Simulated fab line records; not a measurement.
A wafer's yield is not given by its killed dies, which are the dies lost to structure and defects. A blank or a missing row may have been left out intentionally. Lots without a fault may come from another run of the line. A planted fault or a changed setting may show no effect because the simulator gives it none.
fab line records    flow gf180mcu    part 2 of 2: steps 25 to 33 of 33
[record] lots = 5  wafers = 15  lastDay = 33
route steps=602 shown M3@414 V3@429
lots with no fault: from the same line, run without faults
startH: the number of hours between the record's first day and the start of the first shown wafer of the lot    waitH: time in hours since the lot's previous step    " as in the row above    L1.1+2: a row that stands for several wafers    - no value, or no start given    * or withheld: withheld    < > ~ a bound
route shown NAME@n: names a module that has steps shown in the file, with the first one's number in the route    usual: mean/standard deviation taken from wafers without a fault    same: alike in all rows    chamber/n: place in a boat    sites: the reading at each site    _std_site: the values' standard deviation    _edge_site: inner sites' mean taken away from outer sites' mean    radiusMm: for every site, how far away it sits from the centre of the wafer    mask NAME#n: copy n    behind: tool/chamber where the wafer was last shaped    hold: cause of the lot's hold/its duration in hours/its outcome    device: whichever transistor did not switch (one of n, p or np)    end of line: the same wafers' tests at the end of the route    a step with no rows: only its recipe    killed: dies lost to structure and defects at the first sort, not the wafer's yield    map: dies across one wafer; x = killed, . = not, _ = none there
set.NAME: the setting that was run; set.NAME@STEP: the one run at that earlier step    model.NAME: the simulator's own value behind a step, which no gauge read
a table for each step, a row for each wafer; lots at some steps of the route
services: a tool's chamber out of use, with start hour (startH, from the record's first day; less than 0 if before it), hours out, and reason
[[steps]]
[step GF_V3_COAT_09]
[recipe] resist = KrF  spinRpm = withheld  resistThkNm = 1000
[usual] chillPlateTempC = 22.99/0.11  exhaustPa = 45.3/0.92
lot.wafer  tool           chamber  startH  waitH  chillPlateTempC  exhaustPa
L074.1     lithoTrack-02  0        -       -      22.90            44.5
L074.2     "              0        "       "      22.84            43.7
L074.4     "              0        "       "      22.89            44.6
L078.1     lithoTrack-04  0        -       -      22.94            44.8
L078.5     "              0        "       "      23.19            46.3
L078.6     "              0        "       "      23.08            46.3
L079.3     lithoTrack-04  0        -       -      22.75            46.2
L079.4     "              0        "       "      22.89            45.5
L079.6     "              0        "       "      22.95            45.8
L090.2     lithoTrack-04  0        -       -      22.90            47.6
L090.3     "              0        "       "      23.02            46.5
L090.5     "              0        "       "      23.04            46.0
L091.1     lithoTrack-01  0        -       -      23.11            45.4
L091.2     "              0        "       "      23.08            45.0
L091.5     "              0        "       "      22.99            45.5
[step GF_V3_SOFTBAKE_10]
[recipe] tempC = 130  timeS = 60  resist = KrF
[usual] chillPlateTempC = 23.02/0.11  exhaustPa = 45.1/0.9  heaterPowerTotalW = 93.04/0.058
lot.wafer  tool           chamber  startH  waitH  chillPlateTempC  exhaustPa  heaterPowerTotalW
L074.1     lithoTrack-02  0        -       -      22.99            45.5       93.04
L074.2     "              0        "       "      23.16            44.7       93.06
L074.4     "              0        "       "      23.12            46.1       93.13
L078.1     lithoTrack-04  0        -       -      23.01            45.3       93.11
L078.5     "              0        "       "      23.17            45.4       93.02
L078.6     "              0        "       "      22.89            46.9       93.01
L079.3     lithoTrack-04  0        -       -      23.07            45.1       93.02
L079.4     "              0        "       "      23.15            46.1       93.14
L079.6     "              0        "       "      22.99            45.3       93.08
L090.2     lithoTrack-04  0        -       -      22.91            47.2       93.12
L090.3     "              0        "       "      22.93            44.6       92.90
L090.5     "              0        "       "      22.98            46.9       93.00
L091.1     lithoTrack-01  0        -       -      23.04            45.3       93.07
L091.2     "              0        "       "      22.84            45.0       92.98
L091.5     "              0        "       "      23.13            46.1       93.04
[step GF_V3_EXPOSE_11]
[recipe] maskId = Via3  targetCdNm = 260  na = 0.68  sourceShape = conventional  sigmaOuter = 0.6  doseMj = 38
lot.wafer   tool           chamber  startH  waitH  mask
L074.1+2+4  krfScanner-01  0        -       -      Via3#0
L078.1+5+6  krfScanner-02  0        -       -      Via3#0
L079.3+4+6  krfScanner-01  0        -       -      Via3#0
L090.2+3+5  krfScanner-02  0        -       -      Via3#0
L091.1+2+5  krfScanner-01  0        -       -      Via3#0
[step GF_V3_PEB_12]
[recipe] pebTempC = 135  pebTimeS = 90  resist = KrF
[usual] chillPlateTempC = 23.00/0.11  exhaustPa = 45.1/0.9  heaterPowerTotalW = 85.69/0.086
lot.wafer  tool           chamber  startH  waitH  chillPlateTempC  exhaustPa  heaterPowerTotalW
L074.1     lithoTrack-04  0        -       -      22.96            44.7       85.80
L074.2     "              0        "       "      23.05            46.2       85.75
L074.4     "              0        "       "      23.07            45.3       85.80
L078.1     lithoTrack-02  0        -       -      22.86            45.6       85.69
L078.5     "              0        "       "      22.83            43.7       85.59
L078.6     "              0        "       "      22.93            44.5       85.62
L079.3     lithoTrack-02  0        -       -      23.19            43.5       85.58
L079.4     "              0        "       "      22.99            44.1       85.85
L079.6     "              0        "       "      23.06            44.6       85.55
L090.2     lithoTrack-02  0        -       -      22.91            46.1       85.74
L090.3     "              0        "       "      22.80            46.7       85.66
L090.5     "              0        "       "      23.10            45.7       85.63
L091.1     lithoTrack-01  0        -       -      22.93            44.1       85.63
L091.2     "              0        "       "      23.00            45.9       85.54
L091.5     "              0        "       "      23.13            43.8       85.58
[step GF_V3_DEVELOP_13]
[recipe] developTimeS = 60  resist = KrF  devTempC = 21
[usual] chillPlateTempC = 22.99/0.12  exhaustPa = 45.2/0.97
[same] developTimeS = 60
lot.wafer  tool           chamber  startH  waitH  chillPlateTempC  exhaustPa
L074.1     lithoTrack-04  0        517.32  0.2    23.04            46.3
L074.2     "              0        "       "      22.94            44.7
L074.4     "              0        "       "      23.06            45.4
L078.1     lithoTrack-02  0        539.98  0.2    23.05            44.0
L078.5     "              0        "       "      23.19            44.8
L078.6     "              0        "       "      23.17            44.5
L079.3     lithoTrack-02  0        573.03  0.1    22.99            45.1
L079.4     "              0        "       "      23.03            45.9
L079.6     "              0        "       "      22.85            44.4
L090.2     lithoTrack-02  0        642.41  0.2    22.91            45.9
L090.3     "              0        "       "      23.17            47.5
L090.5     "              0        "       "      23.12            45.1
L091.1     lithoTrack-01  0        659.57  0.2    22.93            45.1
L091.2     "              0        "       "      23.04            46.2
L091.5     "              0        "       "      22.97            44.8
[step GF_V3_CD_MEAS_14]
[recipe] targetCdNm = 260
[usual] cdNm = 259.7/1.2
lot.wafer  tool      chamber  startH  waitH  cdNm
L074.1     cdSem-01  -        517.47  0.1    259.1
L074.2     "         -        "       "      259.6
L074.4     "         -        "       "      258.9
L078.1     cdSem-01  -        540.13  0.1    258.3
L078.5     "         -        "       "      256.6
L078.6     "         -        "       "      257.8
L079.3     cdSem-01  -        573.17  0.1    260.2
L079.4     "         -        "       "      261.2
L079.6     "         -        "       "      259.9
L090.2     cdSem-01  -        642.55  0.1    261.5
L090.3     "         -        "       "      261.7
L090.5     "         -        "       "      261.4
L091.1     cdSem-02  -        659.72  0.1    261.7
L091.2     "         -        "       "      261.9
L091.5     "         -        "       "      261.2
[step GF_V3_OVL_MEAS_15]
[usual] V3_OVL = -3/5.3
lot.wafer  tool        chamber  startH  waitH  V3_OVL[nm]
L074.1     overlay-01  -        517.59  0.1    -8
L074.2     "           -        "       "      3
L074.4     "           -        "       "      -4
L078.1     overlay-01  -        540.25  0.1    -4
L078.5     "           -        "       "      5
L078.6     "           -        "       "      3
L079.3     overlay-01  -        573.26  0.1    -1
L079.4     "           -        "       "      -6
L079.6     "           -        "       "      -8
L090.2     overlay-02  -        642.66  0.1    3
L090.3     "           -        "       "      4
L090.5     "           -        "       "      -4
L091.1     overlay-02  -        659.84  0.1    0
L091.2     "           -        "       "      4
L091.5     "           -        "       "      2
[step GF_V3_ETCH_16]
[recipe] chemistry = N2/H2  targetDepthA = withheld  overetchA = withheld  timeS = withheld  target = BARC  ionEnergyEv = 200  sourceW = 500  biasW = 100  pressureMtorr = 30  n2FlowSccm = 100  h2FlowSccm = 200
[usual] drypumpMotorCurrentA = 5.8/0.37  oesProductAu = 0.855/0.0047  throttleValvePct = 13.225/0.0098
lot.wafer  tool        chamber  startH  waitH  drypumpMotorCurrentA  oesProductAu  throttleValvePct
L074.1     rieDiel-03  3        517.63  0.0    6.2                   0.856         13.251
L074.2     "           1        "       "      5.4                   0.861         13.227
L074.4     "           0        "       "      6.3                   0.855         13.235
L078.1     rieDiel-03  1        540.29  0.0    5.4                   0.858         13.212
L078.5     "           2        "       "      5.8                   0.854         13.242
L078.6     "           1        "       "      5.4                   0.844         13.237
L079.3     rieDiel-03  1        573.29  0.0    5.4                   0.853         13.218
L079.4     "           0        "       "      6.3                   0.853         13.213
L079.6     "           3        "       "      6.2                   0.848         13.223
L090.2     rieDiel-02  2        642.69  0.0    5.7                   0.859         13.227
L090.3     "           1        "       "      5.0                   0.869         13.224
L090.5     "           0        "       "      5.5                   0.859         13.245
L091.1     rieDiel-04  2        659.88  0.0    6.3                   0.855         13.214
L091.2     "           1        "       "      5.6                   0.855         13.227
L091.5     "           3        "       "      5.7                   0.858         13.222
[step GF_V3_ETCH_17]
[recipe] chemistry = C4F8/O2/Ar  maskMaterial = KrF  target = SiO2  stopOn = TiN  sourceW = 1500  biasW = 1200  pressureMtorr = 40  c4f8FlowSccm = withheld  O2_flow_sccm = 6  Ar_flow_sccm = 300  timeS = withheld  targetDepthA = 6350
[usual] oesProductAu = 0.856/0.0048
lot.wafer  tool        chamber  startH  waitH  oesProductAu
L074.1     rieDiel-03  3        -       -      0.854
L074.2     "           1        "       "      0.847
L074.4     "           0        "       "      0.850
L078.1     rieDiel-03  1        -       -      0.864
L078.5     "           2        "       "      0.857
L078.6     "           1        "       "      0.856
L079.3     rieDiel-03  1        -       -      0.848
L079.4     "           0        "       "      0.855
L079.6     "           3        "       "      0.855
L090.2     rieDiel-02  2        -       -      0.855
L090.3     "           1        "       "      0.858
L090.5     "           0        "       "      0.850
L091.1     rieDiel-04  2        -       -      0.843
L091.2     "           1        "       "      0.849
L091.5     "           3        "       "      0.860
[[services]]
tool           chamber  startH  hours  kind
cmp-02         -        458.66  2.7    repair
krfScanner-02  -        460.58  2.8    repair
krfScanner-02  -        464.77  1.3    pm
rieDiel-03     -        481.60  0.2    repair
krfScanner-01  -        483.71  1.3    pm
krfScanner-01  -        488.95  0.8    pm
rieDiel-03     -        493.43  2.6    repair
wetBench-02    -        494.68  1.9    repair
krfScanner-02  -        510.34  2.1    repair
krfScanner-01  -        526.07  4.0    pm
rieDiel-03     1        531.92  6.1    repair
krfScanner-01  -        532.15  4.4    pm
krfScanner-02  -        538.17  1.0    pm
cmp-02         -        542.64  2.3    repair
rieDiel-03     2        551.25  23.6   repair
krfScanner-01  -        598.05  1.0    pm
krfScanner-02  -        598.84  0.9    repair
wetBench-02    -        610.79  6.4    repair
krfScanner-01  -        623.07  0.8    repair
rieDiel-03     0        638.34  12.6   repair
krfScanner-02  -        640.67  1.3    pm
krfScanner-01  -        657.75  0.8    pm
krfScanner-02  -        658.96  0.8    pm
krfScanner-01  -        659.71  1.3    pm
